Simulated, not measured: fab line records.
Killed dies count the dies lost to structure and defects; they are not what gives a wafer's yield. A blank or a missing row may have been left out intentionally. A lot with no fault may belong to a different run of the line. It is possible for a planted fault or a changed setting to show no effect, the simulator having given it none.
What tool caused it? -- flow gf180mcu -- 7 lots, 21 wafers sampled, at 2 steps of a route of 602

WHAT EACH GAUGE READ, for each wafer
GF_VT_IMPLANT_TW_MEAS_10.
lot,measured,on,VT_IMPLANT_TW
L354,day 6 05:28,film_metro-03,564 566 562
L356,day 6 14:23,film_metro-03,565 563 565
L360,day 7 15:54,film_metro-03,564 558 559
L367,day 9 14:39,film_metro-03,579 580 580
L369,day 10 04:33,film_metro-04,551 548 549
L371,day 10 15:02,film_metro-01,559 559 561
L375,day 11 12:24,film_metro-01,564 561 566

WHICH TOOL RAN EACH LOT (tool, then ch and the chambers of the sampled wafers, then the start)
lot,GF_VT_IMPLANT_IMPLANT_08
L354,"implanter-04 ch 0, day 6 05:13"
L356,"implanter-04 ch 0, day 6 14:09"
L360,"implanter-03 ch 0, day 7 15:40"
L367,"implanter-03 ch 0, day 9 14:24"
L369,"implanter-02 ch 0, day 10 04:21"
L371,"implanter-02 ch 0, day 10 14:47"
L375,"implanter-02 ch 0, day 11 12:09"
- GF_VT_IMPLANT_IMPLANT_08

THE ANSWER, worked out from the rows above alone
Rule: the usual values come from the lots themselves. The widest of any qualifying gaps counts: lots, ordered by their means at a reading, are off when they make up no more than a third of the lots, leave a main group of 4 or more, and stand apart from it by 3 or more times the standard deviation of that group's means. Not used: any main group whose means are identical at the precision the tables above print for the reading. A lot without any number at a reading at which 4 lots or more have one is off too. The other lots that the step has rows for count as sound.
No lot is off at any reading shown: from this, nothing can be told.

WHAT THE SIMULATOR HAD PUT IN
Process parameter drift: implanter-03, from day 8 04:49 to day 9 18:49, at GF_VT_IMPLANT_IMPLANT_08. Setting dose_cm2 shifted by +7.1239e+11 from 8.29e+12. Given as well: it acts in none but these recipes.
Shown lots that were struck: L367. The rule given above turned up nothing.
